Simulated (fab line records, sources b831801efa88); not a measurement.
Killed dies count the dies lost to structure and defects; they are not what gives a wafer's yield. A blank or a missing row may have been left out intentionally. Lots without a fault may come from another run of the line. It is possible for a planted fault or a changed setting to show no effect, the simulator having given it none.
The same fault as seen by 2 desks -- flow sky130 -- only its own numbers are on each desk; what lay behind them is given at the end

## AT THE METROLOGY DESK
Lot by lot, what the gauges showed, no matter which tool ran the lot: averages of those sampled wafers that carry a number. A lot is out of limits, marked OUT, if its mean lies more than 4 standard deviations from the usual mean; the brackets give that distance.
Columns: A = cd_nm at SKY_SD_N_CD_MEAS_07, usual 380.6 nm; B = SD_N_OVL at SKY_SD_N_OVL_MEAS_08, usual 0.4 nm; C = SD_N_TW at SKY_SD_N_TW_MEAS_12, usual 3970
lot,first seen here,A,B,C
L741,day 28 08:26,378.8,-0.4,4016
L750,day 31 14:53,380.8,0.8,3953
L754,day 33 13:23,380.7,-1.4,4047
L757,day 33 14:58,380.3,0.5,3931
L763,day 35 08:34,380.3,1.9,3984
This desk's verdict: no lot among the 5 shows anything out of limits.

## TOOL OWNER'S DESK, wet_bench-04
The tool's own readings at SKY_SD_N_CLEAN_13 (cleans in SC1/SC2, time 150 s): means of the sampled wafers that have a number, for each lot that ran on this tool. A lot is out of limits, marked OUT, if its mean lies more than 4 standard deviations from the usual mean; the brackets give that distance.
Columns: A = run_length_s at SKY_SD_N_CLEAN_13, usual 180 s
lot,first seen here,A
L750,day 31 15:28,74 (-27) OUT
L763,day 35 09:10,177
This desk finds L750 out of limits, L750 being first, at day 31 15:28 (run_length_s at SKY_SD_N_CLEAN_13). L763: within limits.

## TAKEN TOGETHER
The tool owner's desk had the chance to raise an alarm at day 31 15:28 on L750.
The metrology desk saw nothing out of limits.
The metrology desk holds a record of L750, inside its limits.
The lots listed all ran SKY_SD_N_CLEAN_13 on wet_bench-04.

## WHAT THE SIMULATOR HAD PUT IN
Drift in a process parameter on wet_bench-04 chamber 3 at SKY_SD_N_CLEAN_13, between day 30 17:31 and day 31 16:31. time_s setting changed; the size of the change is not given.
Shown lots that were struck: L750.
Delay in hours, fault start to first out-of-limits reading, by desk: the tool owner's desk at 22.
